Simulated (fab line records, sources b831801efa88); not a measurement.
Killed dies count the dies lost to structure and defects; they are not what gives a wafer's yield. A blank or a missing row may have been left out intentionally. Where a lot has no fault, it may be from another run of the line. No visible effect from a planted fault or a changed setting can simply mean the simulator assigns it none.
fab line records	flow sky130
record lots=6	wafers=18	lastDay=48
route steps=708 shown VIA2@524 METAL3@532 CAPM@537
lots that met no fault: from a run of the same line without faults
startH: start of the lot's first displayed wafer, in hours after the record's first day	waitH: time in hours since the lot's previous step	" as in the row above	L1.1+2: several wafers, shown together as one row	- either no value or no given start	* or withheld: withheld	< > ~ a bound
route shown NAME@n: a module of which the file shows steps, and the number in the route of the first	usual: mean/standard deviation of fault-free wafers	same: alike in all rows	chamber/n: place in a boat	sites: the reading at each site	_std_site: standard deviation across them	_edge_site: mean of outer sites minus mean of inner sites	radiusMm: how far each site lies from the wafer's centre	mask NAME#n: copy n	behind: the last tool/chamber to shape the wafer	hold: the reason the lot was held/the length of the hold in hours/how it ended	device: whichever transistor did not switch (one of n, p or np)	end of line: the same wafers' tests at the end of the route	a step with no rows: only its recipe	killed: at the first sort, the dies lost to defects and structure; wafer yield is something else	map: a wafer's dies, x killed, . not, _ none there
set.NAME: the setting as run; set.NAME@STEP: as run at that earlier step	model.NAME: the simulator's own value behind a step, which no gauge read
certain route steps with their lots: each step a table, each wafer a row
services: a tool's chamber out of use, with start hour (startH, from the record's first day; less than 0 if before it), hours out, and reason
## steps
# step SKY_VIA2_STRIP_17
# recipe chemistry=postEtchResidueRemover	timeS=1200	tempC=72.5
# step SKY_VIA2_CLEAN_18
# recipe chemistry=IPA	timeS=180	tempC=25
# step SKY_VIA2_CLEAN_19
# recipe chemistry=O3/DIW	dry=n2Spin
# step SKY_VIA2_SPUTTER_20
# recipe material=TiN	targetThkNm=20	chamberPressurePa=5	powerW=4000	timeS=80
# usual cathodeDcPowerW=4000.0/0.77	chamberPressurePa=5.002/0.0097	throttleValvePct=29.9/1.4
lot.wafer	tool	chamber	startH	waitH	cathodeDcPowerW	chamberPressurePa	throttleValvePct
L675.4	pvdSputter-02	-	894.71	0.0	3998.4	5.009	29.9
L675.5	"	-	"	"	3998.6	4.981	28.8
L675.6	"	-	"	"	4000.9	4.991	30.3
L676.3	pvdSputter-04	-	900.68	0.0	4001.1	5.001	28.2
L676.4	"	-	"	"	3999.8	4.998	30.9
L676.6	"	-	"	"	4000.1	4.997	30.7
L677.3	pvdSputter-03	-	905.38	0.0	3999.2	5.012	28.1
L677.5	"	-	"	"	4000.3	5.009	28.0
L677.6	"	-	"	"	4000.5	4.990	32.1
L678.1	pvdSputter-02	-	911.25	0.0	4001.2	5.006	29.3
L678.2	"	-	"	"	4000.8	5.008	32.6
L678.4	"	-	"	"	4000.1	5.025	30.2
L680.1	pvdSputter-03	-	927.60	0.0	4000.4	5.009	27.7
L680.3	"	-	"	"	3999.3	5.011	28.1
L680.4	"	-	"	"	3999.5	4.998	32.3
L686.1	pvdSputter-02	-	964.86	0.0	3999.0	4.978	32.4
L686.2	"	-	"	"	4000.2	4.987	29.2
L686.5	"	-	"	"	4000.8	5.000	29.3
# step SKY_VIA2_CVD_21
# recipe material=W	targetThkNm=420	timeS=126.4	tempC=400	pressureTorr=40
# step SKY_VIA2_RS_MEAS_22
# recipe thkMeasGauge=four-point-probe	reads=W_of_VIA2_CVD_21+TiN_of_VIA2_SPUTTER_20
# usual VIA2_W_RS=0.274/0.0031
lot.wafer	tool	chamber	startH	waitH	VIA2_W_RS[ohm/sq]
L675.4	filmMetro-02	-	894.96	0.1	0.274
L675.5	"	-	"	"	0.277
L675.6	"	-	"	"	0.275
L676.3	filmMetro-04	-	900.91	0.1	0.270
L676.4	"	-	"	"	0.272
L676.6	"	-	"	"	0.271
L677.3	filmMetro-04	-	905.62	0.1	0.269
L677.5	"	-	"	"	0.270
L677.6	"	-	"	"	0.265
L678.1	filmMetro-02	-	911.44	0.1	0.273
L678.2	"	-	"	"	0.271
L678.4	"	-	"	"	0.269
L680.1	filmMetro-02	-	927.79	0.1	0.278
L680.3	"	-	"	"	0.273
L680.4	"	-	"	"	0.278
L686.1	filmMetro-04	-	965.05	0.1	0.269
L686.2	"	-	"	"	0.269
L686.5	"	-	"	"	0.270
# step SKY_VIA2_THK_MEAS_23
# recipe thkMeasGauge=xrf	reads=W_of_VIA2_CVD_21
# usual VIA2_W_THK=390/5.5
lot.wafer	tool	chamber	startH	waitH	VIA2_W_THK[nm]
L675.4	filmMetro-02	-	895.05	0.1	384
L675.5	"	-	"	"	381
L675.6	"	-	"	"	387
L676.3	filmMetro-04	-	901.01	0.1	397
L676.4	"	-	"	"	394
L676.6	"	-	"	"	395
L677.3	filmMetro-04	-	905.72	0.1	400
L677.5	"	-	"	"	399
L677.6	"	-	"	"	404
L678.1	filmMetro-02	-	911.56	0.1	392
L678.2	"	-	"	"	388
L678.4	"	-	"	"	391
L680.1	filmMetro-02	-	927.91	0.1	382
L680.3	"	-	"	"	387
L680.4	"	-	"	"	382
L686.1	filmMetro-04	-	965.17	0.1	399
L686.2	"	-	"	"	399
L686.5	"	-	"	"	398
# step SKY_VIA2_CMP_24
# recipe stopOn=SiO2	tOverpolishS=20	downForcePsi=3.5	platenRpm=60	targetThkNm=0	padVelocityMS=0.94248
# usual headPressurePsi=3.501/0.0077	motorCurrentA=10.6/1	overpolishRunS=19.999/0.0081	timeToEndpointS=100/3.9
lot.wafer	tool	chamber	startH	waitH	headPressurePsi	motorCurrentA	overpolishRunS	timeToEndpointS
L675.4	cmp-01	2	895.08	0.0	3.497	10.9	19.997	97
L675.6	"	2	"	"	3.497	11.2	20.000	97
L675.5	"	3	"	"	3.498	9.8	19.988	98
L676.4	cmp-02	3	901.05	0.0	3.509	12.5	20.008	100
L676.3	"	1	"	"	3.502	9.8	20.015	102
L676.6	"	0	"	"	3.510	11.7	20.007	102
L677.3	cmp-02	3	905.93	0.2	3.500	11.7	19.990	99
L677.5	"	3	"	"	3.493	12.7	19.982	99
L677.6	"	0	"	"	3.496	11.9	19.994	102
L678.1	cmp-02	3	911.62	0.1	3.504	11.9	20.001	95
L678.4	"	0	"	"	3.512	11.6	20.004	99
L678.2	"	1	"	"	3.505	10.0	20.000	100
L680.3	cmp-01	2	927.97	0.0	3.503	10.4	20.005	93
L680.1	"	0	"	"	3.491	9.9	19.990	98
L680.4	"	1	"	"	3.493	8.7	19.989	97
L686.1	cmp-02	3	965.28	0.1	3.507	12.6	19.984	106
L686.2	"	1	"	"	3.512	9.5	20.009	111
L686.5	"	3	"	"	3.504	12.7	20.000	105
# step SKY_METAL3_SPUTTER_00
# recipe material=Ti	targetThkNm=15	powerW=3000	timeS=10	chamberPressurePa=0.4
# usual cathodeDcPowerW=3000.0/0.58	chamberPressurePa=0.4002/0.00086	throttleValvePct=29.9/1.2
lot.wafer	tool	chamber	startH	waitH	cathodeDcPowerW	chamberPressurePa	throttleValvePct
L675.4	pvdSputter-03	-	895.38	0.2	2999.7	0.4010	28.2
L675.5	"	-	"	"	3000.1	0.4006	28.2
L675.6	"	-	"	"	2999.2	0.3993	29.8
L676.3	pvdSputter-04	-	901.35	0.1	3000.6	0.4014	30.9
L676.4	"	-	"	"	2999.1	0.4007	28.1
L676.6	"	-	"	"	2998.6	0.4007	30.6
L677.3	pvdSputter-04	-	906.23	0.2	3000.3	0.3995	29.4
L677.5	"	-	"	"	2999.7	0.3998	29.5
L677.6	"	-	"	"	3000.4	0.4011	28.3
L678.1	pvdSputter-04	-	911.92	0.2	2998.6	0.3992	29.5
L678.2	"	-	"	"	3000.2	0.3996	30.9
L678.4	"	-	"	"	3000.3	0.4008	30.8
L680.1	pvdSputter-04	-	928.27	0.1	2999.0	0.4014	30.5
L680.3	"	-	"	"	3000.5	0.3999	30.6
L680.4	"	-	"	"	3000.3	0.4004	29.3
L686.1	pvdSputter-03	-	965.53	0.2	3001.1	0.3990	28.1
L686.2	"	-	"	"	3000.4	0.3995	28.3
L686.5	"	-	"	"	3000.5	0.3996	28.4
# step SKY_METAL3_SPUTTER_01
# recipe material=TiN	targetThkNm=20	powerW=6500	timeS=16.7	chamberPressurePa=0.4
# step SKY_METAL3_SPUTTER_02
# recipe material=AlCu	targetThkNm=735	powerW=10600	timeS=39.1	chamberPressurePa=0.4
# step SKY_METAL3_SPUTTER_03
# recipe material=Ti	targetThkNm=5	powerW=3000	timeS=3.3	chamberPressurePa=0.4
# usual cathodeDcPowerW=3000.0/0.5	chamberPressurePa=0.4000/0.00085	throttleValvePct=29.9/1.2
lot.wafer	tool	chamber	startH	waitH	cathodeDcPowerW	chamberPressurePa	throttleValvePct
L675.4	pvdSputter-03	-	895.46	0.0	3000.1	0.4012	27.9
L675.5	"	-	"	"	2999.6	0.3997	27.8
L675.6	"	-	"	"	3000.4	0.3993	30.0
L676.3	pvdSputter-04	-	901.43	0.0	3000.1	0.3997	30.6
L676.4	"	-	"	"	3000.1	0.3999	28.5
L676.6	"	-	"	"	3001.0	0.4005	31.0
L677.3	pvdSputter-04	-	906.32	0.0	2999.1	0.4017	29.1
L677.5	"	-	"	"	3001.6	0.4007	29.3
L677.6	"	-	"	"	3000.2	0.3993	28.4
L678.1	pvdSputter-04	-	912.01	0.0	3000.9	0.3994	29.5
L678.2	"	-	"	"	3000.4	0.3987	30.8
L678.4	"	-	"	"	2999.5	0.4002	30.9
L680.1	pvdSputter-04	-	928.36	0.0	2999.9	0.4009	30.6
L680.3	"	-	"	"	3000.7	0.4007	30.8
L680.4	"	-	"	"	3000.6	0.4002	29.4
L686.1	pvdSputter-03	-	965.62	0.0	2999.6	0.3999	28.3
L686.2	"	-	"	"	3000.0	0.4006	28.2
L686.5	"	-	"	"	3000.0	0.3998	28.2
# step SKY_METAL3_SPUTTER_04
# recipe material=TiN	targetThkNm=70	powerW=6500	timeS=58.3	chamberPressurePa=0.4
# usual cathodeDcPowerW=6499.9/1.2	chamberPressurePa=0.3999/0.00071	throttleValvePct=29.9/1.2
lot.wafer	tool	chamber	startH	waitH	cathodeDcPowerW	chamberPressurePa	throttleValvePct
L675.4	pvdSputter-03	-	895.48	0.0	6500.6	0.3983	28.0
L675.5	"	-	"	"	6498.0	0.4003	28.2
L675.6	"	-	"	"	6500.5	0.4008	29.9
L676.3	pvdSputter-04	-	901.45	0.0	-	-	-
L676.4	"	-	"	"	-	-	-
L676.6	"	-	"	"	-	-	-
L677.3	pvdSputter-04	-	906.33	0.0	-	-	-
L677.5	"	-	"	"	-	-	-
L677.6	"	-	"	"	-	-	-
L678.1	pvdSputter-04	-	912.02	0.0	6498.5	0.4001	29.3
L678.2	"	-	"	"	6500.9	0.3997	30.9
L678.4	"	-	"	"	6499.4	0.3993	31.0
L680.1	pvdSputter-04	-	928.38	0.0	6500.0	0.4004	30.8
L680.3	"	-	"	"	6499.4	0.3998	30.9
L680.4	"	-	"	"	6498.0	0.4001	29.3
L686.1	pvdSputter-03	-	965.64	0.0	6502.0	0.4011	28.3
L686.2	"	-	"	"	6500.8	0.3994	28.0
L686.5	"	-	"	"	6501.3	0.4003	28.0
# step SKY_CAPM_CVD_00
# recipe material=SiO2	targetThkNm=15.5	tempC=400	timeS=withheld	rfW=450
# step SKY_CAPM_SPUTTER_02
# recipe material=TiN	targetThkNm=200	tempC=300	powerW=6500	timeS=166.7	chamberPressurePa=0.4
# step SKY_CAPM_DEHYDRATE_05
# recipe tempC=200	timeS=60
# step SKY_CAPM_HMDS_06
# recipe primeTimeS=60	primeTempC=120
# step SKY_CAPM_COAT_07
# recipe resist=NOVOLAK	spinRpm=3000	resistThkNm=1160
# step SKY_CAPM_SOFTBAKE_08
# recipe tempC=90	timeS=60	resist=NOVOLAK
# step SKY_CAPM_EXPOSE_09
# recipe maskId=CAPM	na=0.6	sourceShape=conventional	sigmaOuter=0.6	polarization=unpolarized	targetCdNm=1000	doseMj=159
# step SKY_CAPM_PEB_10
# recipe tempC=withheld	timeS=*	resist=NOVOLAK
# step SKY_CAPM_DEVELOP_11
# recipe resist=NOVOLAK	developer=TMAH	developTimeS=60	devTempC=23
# step SKY_CAPM_OVL_MEAS_12
# usual CAPM_OVL=1.0/1.3
lot.wafer	tool	chamber	startH	waitH	CAPM_OVL[nm]
L675.4	overlay-02	-	920.05	0.1	0.7
L675.5	"	-	"	"	1.9
L675.6	"	-	"	"	2.9
L676.3	overlay-01	-	925.80	0.1	3.8
L676.4	"	-	"	"	2.6
L676.6	"	-	"	"	0.8
L677.3	overlay-01	-	931.91	0.1	0.2
L677.5	"	-	"	"	-0.1
L677.6	"	-	"	"	1.4
L678.1	overlay-02	-	937.18	0.1	3.4
L678.2	"	-	"	"	0.7
L678.4	"	-	"	"	1.3
L680.1	overlay-01	-	953.44	0.1	1.4
L680.3	"	-	"	"	1.4
L680.4	"	-	"	"	1.5
L686.1	overlay-02	-	989.09	0.1	0.6
L686.2	"	-	"	"	1.1
L686.5	"	-	"	"	0.8
# step SKY_CAPM_METAL_ETCH_13
# recipe targetDepthNm=220	stopOn=SiO2	chemistry=Cl2/BCl3	target=TiN	pressureMtorr=10	icpW=900	biasW=48.5	Cl2_flow_sccm=60	bcl3FlowSccm=30	timeS=62.9
# step SKY_CAPM_STRIP_14
# recipe chemistry=O2/N2	powerW=1400	pressureMtorr=1500	platenTempC=withheld	o2FlowSccm=3000	n2FlowSccm=300	overashFraction=0.5
# step SKY_CAPM_STRIP_15
# recipe chemistry=postEtchResidueRemover	timeS=1200	tempC=72.5
# step SKY_CAPM_CLEAN_16
# recipe chemistry=IPA	timeS=180	tempC=25
# step SKY_CAPM_CLEAN_17
# recipe chemistry=O3/DIW	dry=n2Spin
# step SKY_METAL3_DEHYDRATE_05
# recipe tempC=200	timeS=60
# step SKY_METAL3_HMDS_06
# recipe primeTimeS=60	primeTempC=120
# step SKY_METAL3_COAT_07
# recipe resist=BARC	tempC=withheld	timeS=withheld	spinRpm=3000	resistThkNm=60
# step SKY_METAL3_COAT_08
# recipe resist=KrF-thick	spinRpm=3000	resistThkNm=1140
# step SKY_METAL3_SOFTBAKE_09
# recipe tempC=100	timeS=90	resist=KrF-thick
# step SKY_METAL3_EXPOSE_10
# recipe maskId=MM3	na=0.68	sourceShape=annular	sigmaInner=0.4	sigmaOuter=0.8	targetCdNm=300	doseMj=28
# step SKY_METAL3_PEB_11
# recipe pebTempC=withheld	pebTimeS=withheld	resist=KrF-thick
# step SKY_METAL3_DEVELOP_12
# recipe developTimeS=60	resist=KrF-thick	devTempC=21
# step SKY_METAL3_CD_MEAS_13
# recipe targetCdNm=300
# usual cdNm=299.6/1.5
lot.wafer	tool	chamber	startH	waitH	cdNm
L675.4	cdSem-01	-	945.20	-	299.3
L675.5	"	-	"	"	299.0
L675.6	"	-	"	"	299.0
L676.3	cdSem-01	-	950.63	-	298.5
L676.4	"	-	"	"	298.4
L676.6	"	-	"	"	298.2
L677.3	cdSem-02	-	956.62	-	299.9
L677.5	"	-	"	"	300.2
L677.6	"	-	"	"	300.7
L678.1	cdSem-01	-	962.19	-	298.7
L678.2	"	-	"	"	299.5
L678.4	"	-	"	"	299.2
L680.1	cdSem-01	-	977.94	-	299.9
L680.3	"	-	"	"	300.0
L680.4	"	-	"	"	299.1
L686.1	cdSem-01	-	1013.14	-	297.2
L686.2	"	-	"	"	297.7
L686.5	"	-	"	"	298.0
# step SKY_METAL3_OVL_MEAS_14
# usual METAL3_OVL=1/4.8
lot.wafer	tool	chamber	startH	waitH	METAL3_OVL[nm]
L675.4	overlay-02	-	945.28	0.1	2
L675.5	"	-	"	"	2
L675.6	"	-	"	"	1
L676.3	overlay-01	-	950.72	0.1	-10
L676.4	"	-	"	"	-17
L676.6	"	-	"	"	-5
L677.3	overlay-01	-	956.72	0.1	1
L677.5	"	-	"	"	-3
L677.6	"	-	"	"	5
L678.1	overlay-02	-	962.31	0.1	1
L678.2	"	-	"	"	-5
L678.4	"	-	"	"	4
L680.1	overlay-02	-	978.06	0.1	4
L680.3	"	-	"	"	7
L680.4	"	-	"	"	8
L686.1	overlay-01	-	1013.26	0.1	2
L686.2	"	-	"	"	3
L686.5	"	-	"	"	3
# step SKY_METAL3_DESCUM_15
# recipe chemistry=O2	sourcePowerW=150	biasPowerW=0	pressureMtorr=10	tempC=40	timeS=8
# usual drypumpMotorCurrentA=5.5/0.54	oesProductAu=1.003/0.0059	rfFwdPowerW=147.3/0.85
lot.wafer	tool	chamber	startH	waitH	drypumpMotorCurrentA	oesProductAu	rfFwdPowerW	rfHoursCounterH
L675.4	rieMetal-04	1	945.31	0.0	5.2	1.002	148.8	-
L675.5	"	0	"	"	5.9	0.994	147.3	-
L675.6	"	1	"	"	5.2	1.002	149.1	-
L676.3	rieMetal-01	1	950.76	0.0	5.8	1.005	147.0	-
L676.4	"	0	"	"	5.1	1.001	148.5	-
L676.6	"	1	"	"	5.8	1.005	146.8	-
L677.3	rieMetal-01	1	956.75	0.0	5.8	1.003	146.9	-
L677.5	"	0	"	"	5.1	1.009	148.3	-
L677.6	"	1	"	"	5.8	1.000	147.1	-
L678.1	rieMetal-01	1	962.35	0.0	5.7	0.996	147.2	14
L678.2	"	0	"	"	5.2	0.991	148.5	8
L678.4	"	1	"	"	5.7	0.997	146.8	-
L680.1	rieMetal-01	1	978.10	0.0	5.8	0.996	146.1	15
L680.3	"	1	"	"	5.8	1.004	146.4	-
L680.4	"	0	"	"	5.2	1.002	148.2	-
L686.1	rieMetal-03	1	1013.29	0.0	4.7	1.002	147.5	15
L686.2	"	0	"	"	6.4	1.004	145.6	11
L686.5	"	1	"	"	4.7	1.011	147.0	-
# step SKY_METAL3_METAL_ETCH_18
# recipe targetDepthA=8450	stopOn=SiO2	overEtchFrac=0.3	timeS=183.1	chemistry=Cl2/BCl3	resistSidewallDeg=88	pressureMtorr=10	icpW=900	biasW=48.5	Cl2_flow_sccm=60	bcl3FlowSccm=30
# usual biasW=48.52/0.15	drypumpMotorCurrentA=5.5/0.63	oesProductAu=0.866/0.006	rfFwdPowerW=896.5/2.5	throttleValvePct=22.263/0.0087
# same overEtchFrac=0.3
lot.wafer	tool	chamber	startH	waitH	biasW	drypumpMotorCurrentA	oesProductAu	rfFwdPowerW	rfHoursCounterH	throttleValvePct
L675.4	rieMetal-03	1	945.50	0.1	48.58	4.7	0.868	895.7	-	22.262
L675.5	"	0	"	"	48.62	6.4	0.873	893.0	-	22.279
L675.6	"	1	"	"	48.61	4.7	0.868	898.0	-	22.277
L676.3	rieMetal-03	0	950.95	0.1	48.31	6.4	0.835	897.7	-	22.264
L676.4	"	1	"	"	48.65	4.7	0.835	893.7	-	22.264
L676.6	"	1	"	"	48.74	4.7	0.834	893.6	-	22.241
L677.3	rieMetal-03	1	956.95	0.1	48.60	4.7	0.837	900.0	-	22.256
L677.5	"	1	"	"	48.35	4.7	0.827	896.5	-	22.251
L677.6	"	0	"	"	48.47	6.4	0.824	896.5	-	22.252
L678.1	rieMetal-04	1	962.50	0.0	48.67	5.2	0.863	895.0	5	22.278
L678.2	"	0	"	"	48.66	5.8	0.868	895.6	4	22.278
L678.4	"	1	"	"	48.65	5.2	0.877	898.2	-	22.274
L680.1	rieMetal-03	1	978.25	0.0	48.47	4.7	0.848	895.3	12	22.260
L680.3	"	0	"	"	48.22	6.4	0.858	893.6	-	22.243
L680.4	"	1	"	"	48.55	4.7	0.863	897.4	-	22.276
L686.1	rieMetal-04	1	1013.44	0.0	48.47	5.2	0.865	897.2	7	22.265
L686.2	"	0	"	"	48.53	5.9	0.863	895.1	6	22.265
L686.5	"	0	"	"	48.57	5.9	0.867	894.2	-	22.258
## services
tool	chamber	startH	hours	kind
rieMetal-03	0	872.64	5.9	repair
pvdSputter-04	-	882.14	4.5	repair
pvdSputter-02	-	885.21	1.6	repair
cmp-01	-	888.45	1.7	repair
cmp-01	-	890.97	1.5	repair
cmp-01	-	904.37	2.8	repair
cmp-02	-	912.00	4.0	pm
cmp-01	-	917.49	5.7	pm
pvdSputter-03	-	935.06	1.5	repair
cmp-02	-	944.68	4.8	pm
cmp-02	-	949.66	0.6	repair
cmp-01	-	957.31	2.5	repair
pvdSputter-02	-	963.30	0.5	repair
cmp-02	-	965.71	4.6	repair
pvdSputter-02	-	973.16	1.4	repair
cmp-01	-	975.47	1.5	repair
pvdSputter-04	1	983.41	-	consumableReplace:kit
pvdSputter-04	1	983.41	18.0	scheduledDown
pvdSputter-04	1	983.41	18.0	ventCycle
pvdSputter-03	0	989.72	-	consumableReplace:kit
pvdSputter-03	0	989.72	18.0	scheduledDown
rieMetal-04	-	997.74	2.6	repair
cmp-01	-	1001.75	9.9	repair
cmp-02	-	1004.88	4.1	repair
## key
firstSign step=SKY_METAL3_SPUTTER_04	reading=toolRecord	direction=missing
effect step=SKY_METAL3_METAL_ETCH_18	reading=oesProductAu	direction=down	sigmas=5.7	usual=0.866	struck=0.832
metAt SKY_METAL3_SPUTTER_04
struckWafers L676.3,L676.4,L676.6,L677.3,L677.5,L677.6
laterRowsLeftOut L676.3,L676.4,L676.6,L677.3,L677.5,L677.6
sortLeftOut L676.3,L676.4,L676.6,L677.3,L677.5,L677.6
fault kind=skippedStepWhole	tool=pvdSputter-04	chamber=-	onsetH=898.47	steps=SKY_METAL3_SPUTTER_04	scope=struckLotsOnly
# sortLeftOut: the simulated sort isn't trusted on such a fault, so these wafers' sort isn't shown, and their yield isn't known
# laterRowsLeftOut: the simulator's readings of these wafers behind a module that went badly wrong aren't trusted and aren't shown, but for the sort
